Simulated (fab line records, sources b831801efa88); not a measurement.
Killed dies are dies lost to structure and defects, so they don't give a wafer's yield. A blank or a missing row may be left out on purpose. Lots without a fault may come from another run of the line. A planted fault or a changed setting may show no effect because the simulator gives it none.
Which tool did it? | flow sky130 | 6 lots, 18 wafers sampled, at 3 steps of a route of 708

WHAT THE GAUGES READ, wafer by wafer
SKY_SD_N_RS_MEAS_16: measures by four-point-probe.
lot  | measured     | on            | SD_N_RS (ohm/sq)
L719 | day 29 06:41 | film_metro-04 | 68.57 68.73 68.68
L723 | day 29 20:59 | film_metro-02 | 68.57 68.46 68.60
L725 | day 30 15:49 | film_metro-02 | 68.62 68.70 68.56
L728 | day 31 11:51 | film_metro-04 | 68.53 68.61 68.74
L735 | day 33 18:13 | film_metro-04 | 51.70 51.76 51.73 51.74 51.88 51.76
L741 | day 36 14:34 | film_metro-03 | 68.40 68.45 68.54

WHICH TOOL RAN EACH LOT (tool, then ch and the chambers of the sampled wafers, then the start)
lot  | SKY_POLY_CUT_ETCH_10             | SKY_SD_N_RTA_14
L719 | rie_diel-02 ch 0,2, day 25 15:44 | rtp_anneal-01 ch 0, day 29 06:30
L723 | rie_diel-01 ch 1,3, day 26 06:14 | rtp_anneal-02 ch 0, day 29 20:49
L725 | rie_diel-01 ch 0,3, day 27 00:26 | rtp_anneal-02 ch 0, day 30 15:37
L728 | rie_diel-03 ch 1,3, day 27 23:05 | rtp_anneal-01 ch 0, day 31 11:40
L735 | rie_diel-03 ch 0,1, day 30 08:17 | rtp_anneal-02 ch 0, day 33 18:01
L741 | rie_diel-01 ch 2,3, day 33 08:08 | rtp_anneal-01 ch 0, day 36 14:23
- SKY_POLY_CUT_ETCH_10: etches BARC in N2/H2, stops on SiO2, time 45.9 s, target depth 60 nm.
- SKY_SD_N_RTA_14: time 2 s.

THE ANSWER, worked out from the rows above alone
Rule: what is usual is taken from the lots themselves. Put in order of their means at a reading, lots are off if they are a third of the lots or fewer, leave a main group of 4 or more, and stand apart from it by a gap of 3 or more times the standard deviation of the main group's means; of several such gaps the widest counts. A main group whose means are all the same, to the digits that the tables above print for the reading, isn't used. A lot without any number at a reading at which 4 lots or more have one is off too. The other lots that the step has rows for count as sound.
Off: L735, at SKY_SD_N_RS_MEAS_16 (SD_N_RS). The main group: mean 68.58 ohm/sq, standard deviation 0.072.
A tool fits if, at a process step before that reading, it ran every lot that is off, and no sound lot after the first of them. The gauges at SKY_SD_N_RS_MEAS_16 are tried like those tools. Can't be told from this: 3 tools fit, rie_diel-03 at SKY_POLY_CUT_ETCH_10, rtp_anneal-02 at SKY_SD_N_RTA_14, film_metro-04 at SKY_SD_N_RS_MEAS_16.

WHAT THE SIMULATOR HAD PUT IN
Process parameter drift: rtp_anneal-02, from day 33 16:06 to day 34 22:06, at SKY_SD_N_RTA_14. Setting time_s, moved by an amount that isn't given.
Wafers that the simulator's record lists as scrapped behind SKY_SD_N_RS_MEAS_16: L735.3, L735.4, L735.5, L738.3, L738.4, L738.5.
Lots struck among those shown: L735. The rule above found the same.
